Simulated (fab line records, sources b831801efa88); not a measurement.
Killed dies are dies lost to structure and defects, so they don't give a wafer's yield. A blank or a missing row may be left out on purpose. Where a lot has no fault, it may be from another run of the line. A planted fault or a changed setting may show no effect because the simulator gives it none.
fab line records ; flow gf180mcu
record: lots: 12; wafers: 36; last-day: 34
route steps=602 shown VT_IMPLANT@135 HV_LDD@208
lots that met no fault: taken from a fault-free run of the same line
start-h: the number of hours between the record's first day and the start of the first shown wafer of the lot ; wait-h: hours since the lot's step before ; " repeats the value in the row above ; L1.1+2: a row that stands for several wafers ; - no value, or no start was given ; * or withheld: withheld ; < > ~ a bound
route shown NAME@n: names a module that has steps shown in the file, with the first one's number in the route ; usual: mean/standard deviation of fault-free wafers ; same: alike in all rows ; chamber/n: place in a boat ; sites: per-site readings ; _std_site: standard deviation across them ; _edge_site: inner sites' mean taken away from outer sites' mean ; radius-mm: for every site, how far away it sits from the centre of the wafer ; mask NAME#n: copy n ; behind: the tool/chamber that last shaped the wafer ; hold: what put the lot on hold/how long, in hours/how the hold closed ; device: which transistor (n, p or np) failed to switch ; end of line: the route-end tests of the same wafers ; a step given without rows: its recipe and nothing more ; killed: at the first sort, the dies lost to defects and structure; wafer yield is something else ; map: a wafer's dies, x killed, . not, _ none there
set.NAME: the run value of the setting; set.NAME@STEP: its run value at that earlier step ; model.NAME: the simulator's own value behind a step, which no gauge read
the route's steps for a sample of lots (tables are steps, rows are wafers)
services: when a tool's chamber went out of use (start-h, in hours from the record's first day, below 0 if earlier), for how many hours, and the reason
== steps ==
step: GF_VT_IMPLANT_RTA_45
recipe: temp-c: 1050; time-s: 30; ambient: N2
usual: lamp-power-pct: 40/4.9; wafer_temp_C_max: 1054.3/0.86
lot.wafer;tool;chamber;start-h;wait-h;lamp-power-pct;wafer_temp_C_max
L308.1;rtp-anneal-02;0;169.16;0.0;36;1054.8
L308.2;rtp-anneal-02;0;169.16;0.0;36;1054.7
L308.4;rtp-anneal-02;0;169.16;0.0;36;1055.1
L309.1;rtp-anneal-01;0;172.86;0.0;46;1053.2
L309.3;rtp-anneal-01;0;172.86;0.0;46;1053.6
L309.5;rtp-anneal-01;0;172.86;0.0;46;1054.8
L313.1;rtp-anneal-01;0;198.74;0.0;46;1053.3
L313.2;rtp-anneal-01;0;198.74;0.0;46;1054.7
L313.5;rtp-anneal-01;0;198.74;0.0;46;1054.8
L315.3;rtp-anneal-02;0;212.65;0.0;36;1054.4
L315.4;rtp-anneal-02;0;212.65;0.0;36;1055.3
L315.5;rtp-anneal-02;0;212.65;0.0;36;1054.0
L317.1;rtp-anneal-02;0;228.21;0.0;36;1055.0
L317.3;rtp-anneal-02;0;228.21;0.0;36;1053.3
L317.4;rtp-anneal-02;0;228.21;0.0;36;1054.8
L320.2;rtp-anneal-01;0;247.27;0.0;46;1055.0
L320.3;rtp-anneal-01;0;247.27;0.0;46;1053.7
L320.5;rtp-anneal-01;0;247.27;0.0;46;1053.0
L322.1;rtp-anneal-01;0;257.85;0.0;46;1053.1
L322.4;rtp-anneal-01;0;257.85;0.0;46;1055.2
L322.5;rtp-anneal-01;0;257.85;0.0;46;1055.9
L323.2;rtp-anneal-02;0;265.99;0.0;36;1055.8
L323.5;rtp-anneal-02;0;265.99;0.0;36;1053.1
L323.6;rtp-anneal-02;0;265.99;0.0;36;1055.1
L325.1;rtp-anneal-01;0;280.46;0.0;46;1053.6
L325.3;rtp-anneal-01;0;280.46;0.0;46;1053.0
L325.5;rtp-anneal-01;0;280.46;0.0;46;1053.8
L328.3;rtp-anneal-02;0;301.99;0.0;36;1054.0
L328.4;rtp-anneal-02;0;301.99;0.0;36;1053.2
L328.6;rtp-anneal-02;0;301.99;0.0;36;1054.4
L329.2;rtp-anneal-02;0;308.03;0.0;36;1054.1
L329.4;rtp-anneal-02;0;308.03;0.0;36;1055.8
L329.6;rtp-anneal-02;0;308.03;0.0;36;1054.0
L330.2;rtp-anneal-02;0;314.73;0.0;36;1054.7
L330.5;rtp-anneal-02;0;314.73;0.0;36;1054.4
L330.6;rtp-anneal-02;0;314.73;0.0;36;1055.0
step: GF_HV_LDD_OVL_MEAS_32
usual: HV_LDD_02_OVL: 1.7/1.4
lot.wafer;tool;chamber;start-h;wait-h;HV_LDD_02_OVL[nm]
L308.1;overlay-01;-;265.38;0.1;3.0
L308.2;overlay-01;-;265.38;0.1;3.4
L308.4;overlay-01;-;265.38;0.1;0.9
L309.1;overlay-02;-;272.81;0.1;1.9
L309.3;overlay-02;-;272.81;0.1;2.9
L309.5;overlay-02;-;272.81;0.1;2.1
L313.1;overlay-02;-;299.43;0.1;4.1
L313.2;overlay-02;-;299.43;0.1;3.2
L313.5;overlay-02;-;299.43;0.1;2.2
L315.3;overlay-02;-;316.24;0.1;-0.6
L315.4;overlay-02;-;316.24;0.1;-1.6
L315.5;overlay-02;-;316.24;0.1;0.3
L317.1;overlay-01;-;334.26;0.1;3.1
L317.3;overlay-01;-;334.26;0.1;3.9
L317.4;overlay-01;-;334.26;0.1;2.3
L320.2;overlay-02;-;356.39;0.1;-0.7
L320.3;overlay-02;-;356.39;0.1;0.9
L320.5;overlay-02;-;356.39;0.1;-1.6
L322.1;overlay-02;-;370.63;0.1;0.3
L322.4;overlay-02;-;370.63;0.1;0.5
L322.5;overlay-02;-;370.63;0.1;-0.9
L323.2;overlay-02;-;377.51;0.1;0.8
L323.5;overlay-02;-;377.51;0.1;-0.2
L323.6;overlay-02;-;377.51;0.1;1.9
L325.1;overlay-01;-;397.73;0.1;1.4
L325.3;overlay-01;-;397.73;0.1;0.4
L325.5;overlay-01;-;397.73;0.1;3.0
L328.3;overlay-02;-;424.77;0.1;0.2
L328.4;overlay-02;-;424.77;0.1;0.7
L328.6;overlay-02;-;424.77;0.1;2.2
L329.2;overlay-01;-;428.11;0.1;2.3
L329.4;overlay-01;-;428.11;0.1;2.0
L329.6;overlay-01;-;428.11;0.1;2.7
L330.2;overlay-02;-;434.34;0.1;0.2
L330.5;overlay-02;-;434.34;0.1;1.8
L330.6;overlay-02;-;434.34;0.1;1.3
step: GF_HV_LDD_IMPLANT_34
recipe: species: P; energy-kev: 60; dose-cm2: 7.5e+12; tilt-deg: 30; rotation-deg: 90
usual: beam-on-s: 10.02/0.23; faraday-current-uA: 42.2/0.94
lot.wafer;tool;chamber;start-h;wait-h;beam-on-s;faraday-current-uA
L308.1;implanter-03;0;265.57;0.1;10.01;42.2
L308.2;implanter-03;0;265.57;0.1;9.79;43.3
L308.4;implanter-03;0;265.57;0.1;9.83;42.9
L309.1;implanter-03;0;273.00;0.1;9.78;43.2
L309.3;implanter-03;0;273.00;0.1;10.01;42.3
L309.5;implanter-03;0;273.00;0.1;10.16;41.8
L313.1;implanter-04;0;299.62;0.1;9.97;42.4
L313.2;implanter-04;0;299.62;0.1;10.03;42.4
L313.5;implanter-04;0;299.62;0.1;10.13;41.9
L313.1;implanter-04;0;299.93;0.3;9.61;44.0
L313.2;implanter-04;0;299.93;0.3;10.03;42.2
L313.5;implanter-04;0;299.93;0.3;9.44;44.7
L315.3;implanter-04;0;316.47;0.1;10.48;40.4
L315.4;implanter-04;0;316.47;0.1;9.97;42.4
L315.5;implanter-04;0;316.47;0.1;9.86;42.7
L315.3;implanter-04;0;316.78;0.3;10.02;42.2
L315.4;implanter-04;0;316.78;0.3;10.05;42.2
L315.5;implanter-04;0;316.78;0.3;10.09;41.9
L317.1;implanter-01;0;334.44;0.1;10.16;41.5
L317.3;implanter-01;0;334.44;0.1;10.07;42.0
L317.4;implanter-01;0;334.44;0.1;9.88;42.9
L320.2;implanter-03;0;356.59;0.1;10.09;41.8
L320.3;implanter-03;0;356.59;0.1;9.81;43.1
L320.5;implanter-03;0;356.59;0.1;10.38;40.6
L322.1;implanter-04;0;370.82;0.1;10.27;41.1
L322.4;implanter-04;0;370.82;0.1;10.17;41.8
L322.5;implanter-04;0;370.82;0.1;10.07;41.8
L323.2;implanter-01;0;377.72;0.1;9.83;43.0
L323.5;implanter-01;0;377.72;0.1;10.32;41.1
L323.6;implanter-01;0;377.72;0.1;9.85;42.7
L325.1;implanter-03;0;397.92;0.1;10.12;41.8
L325.3;implanter-03;0;397.92;0.1;9.84;43.1
L325.5;implanter-03;0;397.92;0.1;10.16;41.6
L328.3;implanter-01;0;424.99;0.1;10.08;42.0
L328.4;implanter-01;0;424.99;0.1;10.00;42.5
L328.6;implanter-01;0;424.99;0.1;10.38;40.7
L329.2;implanter-03;0;428.32;0.1;10.14;41.7
L329.4;implanter-03;0;428.32;0.1;10.11;41.9
L329.6;implanter-03;0;428.32;0.1;10.17;41.6
L330.2;implanter-01;0;434.54;0.1;10.04;42.1
L330.5;implanter-01;0;434.54;0.1;9.63;43.8
L330.6;implanter-01;0;434.54;0.1;10.14;41.7
step: GF_HV_LDD_STRIP_37
recipe: chemistry: O2/N2; power-w: 1400; pressure-mtorr: 1500; platen-temp-c: 250; o2-flow-sccm: 3000; n2-flow-sccm: 300; overash-fraction: 0.5
usual: drypump-motor-current-A: 5.3/0.55; heater-power-w: 344/30; oes-product-au: 0.716/0.005; strip-time-to-endpoint-s: 12.63/0.035
lot.wafer;tool;chamber;start-h;wait-h;drypump-motor-current-A;heater-power-w;oes-product-au;rf-hours-counter-h;strip-time-to-endpoint-s
L308.1;plasma-asher-02;0;266.02;0.1;4.7;378;0.715;51;12.60
L308.2;plasma-asher-02;1;266.02;0.1;6.2;323;0.717;51;12.65
L308.4;plasma-asher-02;1;266.02;0.1;6.2;331;0.727;-;12.64
L309.1;plasma-asher-01;1;273.45;0.1;5.6;367;0.711;62;12.69
L309.3;plasma-asher-01;0;273.45;0.1;5.2;325;0.719;-;12.68
L309.5;plasma-asher-01;0;273.45;0.1;5.2;321;0.719;-;12.60
L313.1;plasma-asher-01;0;300.38;0.1;5.2;313;0.719;65;12.62
L313.2;plasma-asher-01;1;300.38;0.1;5.6;370;0.726;65;12.63
L313.5;plasma-asher-01;1;300.38;0.1;5.6;369;0.711;-;12.65
L315.3;plasma-asher-01;1;317.22;0.1;5.5;367;0.709;-;12.61
L315.4;plasma-asher-01;0;317.22;0.1;5.2;317;0.710;-;12.64
L315.5;plasma-asher-01;1;317.22;0.1;5.6;371;0.716;-;12.63
L317.1;plasma-asher-02;0;334.89;0.1;4.7;384;0.714;55;12.60
L317.3;plasma-asher-02;0;334.89;0.1;4.7;384;0.726;-;12.65
L317.4;plasma-asher-02;1;334.89;0.1;6.2;331;0.722;-;12.60
L320.2;plasma-asher-02;0;357.02;0.1;4.7;375;0.724;57;12.64
L320.3;plasma-asher-02;0;357.02;0.1;4.7;375;0.722;-;12.64
L320.5;plasma-asher-02;1;357.02;0.1;6.2;328;0.720;-;12.66
L322.1;plasma-asher-02;0;371.27;0.1;4.7;380;0.725;59;12.60
L322.4;plasma-asher-02;1;371.27;0.1;6.2;332;0.713;-;12.60
L322.5;plasma-asher-02;1;371.27;0.1;6.2;320;0.721;-;12.63
L323.2;plasma-asher-01;1;378.14;0.1;5.6;366;0.720;74;12.61
L323.5;plasma-asher-01;1;378.14;0.1;5.6;363;0.717;-;12.61
L323.6;plasma-asher-01;0;378.14;0.1;5.2;326;0.705;-;12.62
L325.1;plasma-asher-03;0;398.37;0.1;4.7;280;0.710;28;12.59
L325.3;plasma-asher-03;0;398.37;0.1;4.7;285;0.717;-;12.56
L325.5;plasma-asher-03;0;398.37;0.1;4.7;283;0.725;-;12.61
L328.3;plasma-asher-02;1;425.43;0.1;6.2;330;0.710;-;12.60
L328.4;plasma-asher-02;0;425.43;0.1;4.7;383;0.722;-;12.63
L328.6;plasma-asher-02;1;425.43;0.1;6.3;319;0.717;-;12.63
L329.2;plasma-asher-03;0;428.74;0.1;4.7;284;0.716;31;12.64
L329.4;plasma-asher-03;1;428.74;0.1;4.9;347;0.720;-;12.61
L329.6;plasma-asher-03;1;428.74;0.1;4.9;352;0.717;-;12.64
L330.2;plasma-asher-01;0;434.97;0.1;5.2;324;0.710;0;12.66
L330.5;plasma-asher-01;0;434.97;0.1;5.2;336;0.705;-;12.64
L330.6;plasma-asher-01;1;434.97;0.1;5.6;377;0.724;-;12.66
step: GF_HV_LDD_TW_MEAS_38
usual: HV_LDD_3_TW: 1436/7.2
lot.wafer;tool;chamber;start-h;wait-h;HV_LDD_3_TW
L308.1;film-metro-04;-;266.20;0.2;1431
L308.2;film-metro-04;-;266.20;0.2;1426
L308.4;film-metro-04;-;266.20;0.2;1430
L309.1;film-metro-04;-;273.55;0.1;1426
L309.3;film-metro-04;-;273.55;0.1;1431
L309.5;film-metro-04;-;273.55;0.1;1430
L313.1;film-metro-04;-;300.48;0.1;1533
L313.2;film-metro-04;-;300.48;0.1;1543
L313.5;film-metro-04;-;300.48;0.1;1535
L315.3;film-metro-04;-;317.30;0.1;1543
L315.4;film-metro-04;-;317.30;0.1;1536
L315.5;film-metro-04;-;317.30;0.1;1546
L317.1;film-metro-03;-;334.99;0.1;1441
L317.3;film-metro-03;-;334.99;0.1;1449
L317.4;film-metro-03;-;334.99;0.1;1451
L320.2;film-metro-04;-;357.13;0.1;1440
L320.3;film-metro-04;-;357.13;0.1;1437
L320.5;film-metro-04;-;357.13;0.1;1437
L322.1;film-metro-04;-;371.37;0.1;1440
L322.4;film-metro-04;-;371.37;0.1;1438
L322.5;film-metro-04;-;371.37;0.1;1428
L323.2;film-metro-03;-;378.25;0.1;1435
L323.5;film-metro-03;-;378.25;0.1;1438
L323.6;film-metro-03;-;378.25;0.1;1437
L325.1;film-metro-04;-;398.47;0.1;1436
L325.3;film-metro-04;-;398.47;0.1;1438
L325.5;film-metro-04;-;398.47;0.1;1432
L328.3;film-metro-04;-;425.51;0.1;1440
L328.4;film-metro-04;-;425.51;0.1;1438
L328.6;film-metro-04;-;425.51;0.1;1432
L329.2;film-metro-04;-;428.85;0.1;1427
L329.4;film-metro-04;-;428.85;0.1;1437
L329.6;film-metro-04;-;428.85;0.1;1442
L330.2;film-metro-03;-;435.11;0.1;1436
L330.5;film-metro-03;-;435.11;0.1;1430
L330.6;film-metro-03;-;435.11;0.1;1428
step: GF_HV_LDD_RS_MEAS_53
recipe: thk-meas-gauge: four-point-probe
usual: HV_LDD_RS: 418.3/0.8
lot.wafer;tool;chamber;start-h;wait-h;HV_LDD_RS[ohm/sq]
L308.1;film-metro-04;-;285.80;0.1;418.5
L308.2;film-metro-04;-;285.80;0.1;419.6
L308.4;film-metro-04;-;285.80;0.1;418.3
L309.1;film-metro-04;-;294.19;0.1;417.7
L309.3;film-metro-04;-;294.19;0.1;417.2
L309.5;film-metro-04;-;294.19;0.1;418.6
L313.1;film-metro-01;-;320.74;0.1;400.0
L313.2;film-metro-01;-;320.74;0.1;399.2
L313.5;film-metro-01;-;320.74;0.1;398.7
L315.3;film-metro-04;-;338.58;0.1;399.0
L315.4;film-metro-04;-;338.58;0.1;398.8
L315.5;film-metro-04;-;338.58;0.1;398.8
L317.1;film-metro-03;-;357.12;0.1;416.4
L317.3;film-metro-03;-;357.12;0.1;417.0
L317.4;film-metro-03;-;357.12;0.1;416.3
L320.2;film-metro-04;-;379.24;0.1;418.4
L320.3;film-metro-04;-;379.24;0.1;419.1
L320.5;film-metro-04;-;379.24;0.1;417.7
L322.1;film-metro-04;-;393.89;0.1;418.5
L322.4;film-metro-04;-;393.89;0.1;418.2
L322.5;film-metro-04;-;393.89;0.1;418.5
L323.2;film-metro-04;-;401.91;0.1;417.9
L323.5;film-metro-04;-;401.91;0.1;418.6
L323.6;film-metro-04;-;401.91;0.1;417.8
L325.1;film-metro-04;-;422.09;0.1;417.0
L325.3;film-metro-04;-;422.09;0.1;418.2
L325.5;film-metro-04;-;422.09;0.1;418.2
L328.3;film-metro-03;-;450.49;0.1;418.1
L328.4;film-metro-03;-;450.49;0.1;418.0
L328.6;film-metro-03;-;450.49;0.1;417.7
L329.2;film-metro-03;-;453.59;0.1;418.6
L329.4;film-metro-03;-;453.59;0.1;417.9
L329.6;film-metro-03;-;453.59;0.1;418.3
L330.2;film-metro-03;-;460.39;0.1;418.4
L330.5;film-metro-03;-;460.39;0.1;418.0
L330.6;film-metro-03;-;460.39;0.1;418.4
== services ==
tool;chamber;start-h;hours;kind
plasma-asher-03;-;146.34;18.9;repair
implanter-03;-;160.72;2.8;pm
plasma-asher-01;-;184.45;0.7;repair
implanter-03;-;211.96;1.3;repair
implanter-01;-;212.86;3.9;pm
plasma-asher-02;-;224.25;2.8;pm
plasma-asher-01;-;224.49;7.1;repair
implanter-03;-;227.89;3.5;pm
implanter-01;-;243.54;1.2;repair
implanter-04;-;246.40;3.7;pm
implanter-03;-;271.10;0.6;repair
plasma-asher-02;-;284.70;28.1;pm
implanter-03;-;290.77;2.9;repair
implanter-04;-;297.11;1.7;repair
implanter-01;-;348.10;3.4;pm
rtp-anneal-01;-;367.62;91.4;pm
plasma-asher-01;-;421.35;9.0;pm
plasma-asher-01;0;421.35;9.0;vent-cycle
plasma-asher-01;1;421.35;9.0;vent-cycle
plasma-asher-01;0;430.35;-;clean
plasma-asher-01;1;430.35;-;clean
== key ==
first-sign: step: GF_HV_LDD_IMPLANT_34; reading: visit; direction: added
effect: step: GF_HV_LDD_TW_MEAS_38; reading: HV_LDD_3_TW; direction: up; sigmas: 14; usual: 1436; struck: 1539
effect: step: GF_HV_LDD_RS_MEAS_53; reading: HV_LDD_RS; direction: down; sigmas: 24; usual: 418.3; struck: 399.1
met-at GF_HV_LDD_IMPLANT_34
struck-lots L313,L315
tester-left-out L313,L315
not-acting-at GF_VT_IMPLANT_RTA_45,GF_HV_LDD_OVL_MEAS_32,GF_HV_LDD_STRIP_37
fault: kind: repeated-step-whole; tool: implanter-01,implanter-03,implanter-04; chamber: -; onset-h: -; steps: GF_HV_LDD_IMPLANT_34; times: 1; scope: struck-lots-only
tester-left-out: of these lots the tester's yield and bins aren't shown, on N5 and GAA mostly nor the transistor test; their killed dies are dies lost to structure and defects alone, not to doping, threshold or leakage, so they don't give the yield
